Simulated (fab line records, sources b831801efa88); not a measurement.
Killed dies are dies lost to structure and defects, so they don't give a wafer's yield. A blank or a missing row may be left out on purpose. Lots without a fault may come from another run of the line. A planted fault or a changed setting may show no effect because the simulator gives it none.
Which tool did it? | flow sky130 | 14 lots, 42 wafers sampled, at 6 steps of a route of 708

WHAT THE GAUGES READ, wafer by wafer
SKY_POLY_GATE_THK_MEAS_01.
lot  | measured     | on            | POLY_GATE_CVD_00_THK (nm)
L362 | day 14 05:23 | film_metro-02 | 181.0 181.3 181.9
L363 | day 14 12:19 | film_metro-01 | 180.8 179.2 180.3
L364 | day 14 21:46 | film_metro-01 | 180.8 181.3 182.7
L366 | day 15 02:13 | film_metro-04 | 179.7 178.9 180.1
L367 | day 16 00:57 | film_metro-01 | 180.5 181.4 181.8
L370 | day 16 22:37 | film_metro-02 | 178.5 177.4 177.1
L371 | day 17 07:17 | film_metro-02 | 179.0 178.4 178.0
L372 | day 17 12:50 | film_metro-02 | 179.1 179.0 178.2
L379 | day 20 09:08 | film_metro-01 | 180.0 180.1 180.8
L380 | day 20 13:16 | film_metro-02 | 179.6 178.5 179.7
L382 | day 20 22:03 | film_metro-04 | 178.0 177.2 176.0
L383 | day 21 11:20 | film_metro-02 | 179.2 178.7 178.8
L384 | day 21 14:05 | film_metro-04 | 176.6 176.4 175.6
L385 | day 22 03:10 | film_metro-01 | 181.1 182.2 181.1

SKY_POLY_GATE_CD_MEAS_13: target cd 150 nm.
lot  | measured     | on        | cd_nm (nm)
L362 | day 16 14:34 | cd_sem-02 | 148.7 148.2 147.9
L363 | day 16 20:28 | cd_sem-02 | 150.6 150.9 150.7
L364 | day 17 06:37 | cd_sem-02 | 147.2 148.9 148.2
L366 | day 17 12:31 | cd_sem-01 | 152.1 150.1 151.5
L367 | day 18 13:10 | cd_sem-02 | 147.1 144.5 146.8
L370 | day 19 11:49 | cd_sem-02 | 149.7 148.4 149.8
L371 | day 19 21:43 | cd_sem-02 | 151.2 151.0 150.1
L372 | day 20 02:56 | cd_sem-01 | 149.3 149.6 149.4
L379 | day 23 02:12 | cd_sem-02 | 149.9 149.8 149.9
L380 | day 23 04:28 | cd_sem-02 | 149.9 152.3 150.7
L382 | day 23 12:38 | cd_sem-02 | 150.1 149.6 149.7
L383 | day 24 01:12 | cd_sem-01 | 151.9 150.9 150.9
L384 | day 24 04:51 | cd_sem-02 | 147.0 149.4 147.9
L385 | day 24 17:23 | cd_sem-01 | 149.6 149.4 150.4

SKY_LDD_N_TW_MEAS_17.
lot  | measured     | on            | LDD_N_TW
L362 | day 18 00:35 | film_metro-03 | 2571 2544 2565
L363 | day 18 04:38 | film_metro-04 | 2632 2625 2614
L364 | day 18 17:14 | film_metro-04 | 2615 2605 2609
L366 | day 18 23:20 | film_metro-02 | 2567 2553 2547
L367 | day 19 23:18 | film_metro-04 | 2591 2576 2568
L370 | day 20 21:28 | film_metro-04 | 2606 2598 2600
L371 | day 21 08:33 | film_metro-02 | 2557 2553 2566
L372 | day 21 14:01 | film_metro-03 | 2580 2582 2575
L379 | day 24 11:44 | film_metro-03 | 2587 2577 2577
L380 | day 24 13:25 | film_metro-02 | 2802 2816 2801
L382 | day 24 21:22 | film_metro-04 | 2901 2907 2905
L383 | day 25 10:29 | film_metro-03 | 2572 2583 2575
L384 | day 25 14:08 | film_metro-04 | 2634 2628 2608
L385 | day 26 01:57 | film_metro-03 | 2589 2582 2575

WHICH TOOL RAN EACH LOT (tool, then ch and the chambers of the sampled wafers, then the start)
lot  | SKY_GATE_OXIDE_STRIP_13              | SKY_LDD_N_IMPLANT_10            | SKY_LDD_N_STRIP_16
L362 | plasma_asher-02 ch 1, day 13 23:39   | implanter-01 ch 0, day 17 23:35 | plasma_asher-02 ch 1, day 18 00:29
L363 | plasma_asher-04 ch 0,1, day 14 03:50 | implanter-04 ch 0, day 18 03:38 | plasma_asher-01 ch 0, day 18 04:32
L364 | plasma_asher-02 ch 0,1, day 14 17:08 | implanter-01 ch 0, day 18 16:14 | plasma_asher-03 ch 0,1, day 18 17:08
L366 | plasma_asher-02 ch 0,1, day 14 22:55 | implanter-01 ch 0, day 18 22:22 | plasma_asher-02 ch 0,1, day 18 23:14
L367 | plasma_asher-02 ch 0,1, day 15 21:58 | implanter-01 ch 0, day 19 22:18 | plasma_asher-02 ch 0,1, day 19 23:12
L370 | plasma_asher-02 ch 0,1, day 16 17:40 | implanter-01 ch 0, day 20 20:29 | plasma_asher-02 ch 0,1, day 20 21:21
L371 | plasma_asher-02 ch 0,1, day 17 03:26 | implanter-01 ch 0, day 21 07:33 | plasma_asher-01 ch 0,1, day 21 08:27
L372 | plasma_asher-02 ch 0,1, day 17 08:08 | implanter-01 ch 0, day 21 13:02 | plasma_asher-02 ch 0, day 21 13:54
L379 | plasma_asher-02 ch 0,1, day 20 06:08 | implanter-01 ch 0, day 24 10:44 | plasma_asher-03 ch 0,1, day 24 11:38
L380 | plasma_asher-02 ch 1, day 20 10:05   | implanter-01 ch 0, day 24 12:26 | plasma_asher-02 ch 1, day 24 13:18
L382 | plasma_asher-04 ch 0,1, day 20 19:07 | implanter-01 ch 0, day 24 20:24 | plasma_asher-02 ch 0,1, day 24 21:17
L383 | plasma_asher-01 ch 0, day 21 05:55   | implanter-04 ch 0, day 25 09:29 | plasma_asher-02 ch 0,1, day 25 10:23
L384 | plasma_asher-02 ch 0,1, day 21 10:32 | implanter-03 ch 0, day 25 13:08 | plasma_asher-01 ch 0,1, day 25 14:02
L385 | plasma_asher-01 ch 0,1, day 22 00:13 | implanter-03 ch 0, day 26 00:58 | plasma_asher-02 ch 0,1, day 26 01:50
- SKY_GATE_OXIDE_STRIP_13: strips in O2/N2.
- SKY_LDD_N_IMPLANT_10
- SKY_LDD_N_STRIP_16: strips in O2/N2.

WHAT THE TOOLS THEMSELVES READ (means of the sampled wafers that have a number; where no wafer has one, the mark that the record gives instead)
SKY_GATE_OXIDE_STRIP_13.
lot  | tool            | drypump_motor_current_A (A) | oes_product_au (a.u.) | strip_time_to_endpoint_s (s)
L362 | plasma_asher-02 | 5.6                         | 0.716                 | 14.13
L363 | plasma_asher-04 | 5.7                         | 0.715                 | 14.19
L364 | plasma_asher-02 | 5.1                         | 0.714                 | 14.22
L366 | plasma_asher-02 | 5.2                         | 0.717                 | 14.11
L367 | plasma_asher-02 | 5.4                         | 0.715                 | 14.21
L370 | plasma_asher-02 | 5.2                         | 0.719                 | 14.17
L371 | plasma_asher-02 | 5.3                         | 0.715                 | 14.23
L372 | plasma_asher-02 | 5.1                         | 0.721                 | 14.14
L379 | plasma_asher-02 | 5.2                         | 0.712                 | 14.21
L380 | plasma_asher-02 | 5.6                         | 0.715                 | 14.23
L382 | plasma_asher-04 | 6.2                         | 0.710                 | 14.19
L383 | plasma_asher-01 | 4.9                         | 0.719                 | 14.16
L384 | plasma_asher-02 | 5.1                         | 0.719                 | 14.14
L385 | plasma_asher-01 | 5.3                         | 0.715                 | 14.21

SKY_LDD_N_IMPLANT_10.
lot  | tool         | beam_on_s (s) | dose_ions_cm2 | faraday_current_uA | rotation_deg (degrees)
L362 | implanter-01 | 10.07         | 7.5e+13       | 420                | 203.05
L363 | implanter-04 | 9.77          | 7.5e+13       | 433                | 203.04
L364 | implanter-01 | 10.02         | 7.5e+13       | 423                | 203.00
L366 | implanter-01 | 10.09         | 7.5e+13       | 419                | 203.01
L367 | implanter-01 | 10.09         | 7.5e+13       | 419                | 203.02
L370 | implanter-01 | 10.04         | 7.5e+13       | 421                | 202.93
L371 | implanter-01 | 9.91          | 7.5e+13       | 427                | 202.96
L372 | implanter-01 | 9.85          | 7.5e+13       | 430                | 203.03
L379 | implanter-01 | 10.07         | 7.5e+13       | 421                | 203.00
L380 | implanter-01 | 33.45         | 3.5e+14       | 581                | 203.01
L382 | implanter-01 | 33.26         | 3.5e+14       | 584                | 203.00
L383 | implanter-04 | 10.02         | 7.5e+13       | 421                | 203.04
L384 | implanter-03 | 10.18         | 7.5e+13       | 416                | 203.01
L385 | implanter-03 | 9.95          | 7.5e+13       | 424                | 203.00

SKY_LDD_N_STRIP_16.
lot  | tool            | drypump_motor_current_A (A) | oes_product_au (a.u.) | strip_time_to_endpoint_s (s)
L362 | plasma_asher-02 | 5.6                         | 0.412                 | 4.320
L363 | plasma_asher-01 | 4.9                         | 0.408                 | 4.323
L364 | plasma_asher-03 | 6.0                         | 0.406                 | 4.328
L366 | plasma_asher-02 | 5.3                         | 0.410                 | 4.323
L367 | plasma_asher-02 | 5.3                         | 0.406                 | 4.331
L370 | plasma_asher-02 | 5.2                         | 0.408                 | 4.311
L371 | plasma_asher-01 | 5.3                         | 0.404                 | 4.308
L372 | plasma_asher-02 | 4.9                         | 0.406                 | 4.335
L379 | plasma_asher-03 | 6.0                         | 0.408                 | 4.318
L380 | plasma_asher-02 | 5.5                         | 0.408                 | 5.001
L382 | plasma_asher-02 | 5.3                         | 0.406                 | 5.010
L383 | plasma_asher-02 | 5.1                         | 0.405                 | 4.298
L384 | plasma_asher-01 | 5.7                         | 0.406                 | 4.323
L385 | plasma_asher-02 | 5.1                         | 0.410                 | 4.323

THE ANSWER, worked out from the rows above alone
Rule: what is usual is taken from the lots themselves. Put in order of their means at a reading, lots are off if they are a third of the lots or fewer, leave a main group of 4 or more, and stand apart from it by a gap of 3 or more times the standard deviation of the main group's means; of several such gaps the widest counts. A main group whose means are all the same, to the digits that the tables above print for the reading, isn't used. A lot without any number at a reading at which 4 lots or more have one is off too. The other lots that the step has rows for count as sound. The gauges are gone through in route order, then the tools' own readings, and for those a lot's mean is taken as printed above. The first step at which some lot is off is used, and at that step the reading that is off furthest; a lot without a number counts as furthest.
Off: L380, L382, at SKY_LDD_N_TW_MEAS_17 (LDD_N_TW). The main group: mean 2586, standard deviation 23.
A tool fits if, at a process step before that reading, it ran every lot that is off, and no sound lot after the first of them. The gauges at SKY_LDD_N_TW_MEAS_17 aren't tried: what is off there is off at SKY_LDD_N_IMPLANT_10 too, on other tools, and a gauge's error can't cause that. One fits: implanter-01 at SKY_LDD_N_IMPLANT_10. Its last sound lot is L379 (day 24 10:44), its first lot that is off L380 (day 24 12:26): a fault that began between those two fits.
The tool's own readings at SKY_LDD_N_IMPLANT_10 bear it out: on the lots that are off they differ by more than 5 times the standard deviation of the sound lots' means. beam_on_s reads 33.36 s there against 10.00 s on the sound lots; dose_ions_cm2 reads 3.5e+14 there against 7.5e+13 on the sound lots; faraday_current_uA reads 582 there against 423 on the sound lots.

WHAT THE SIMULATOR HAD PUT IN
Process parameter drift: implanter-01, from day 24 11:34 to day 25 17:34, at SKY_LDD_N_IMPLANT_10. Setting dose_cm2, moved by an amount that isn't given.
Lots struck among those shown: L380, L382. The rule above found the same.
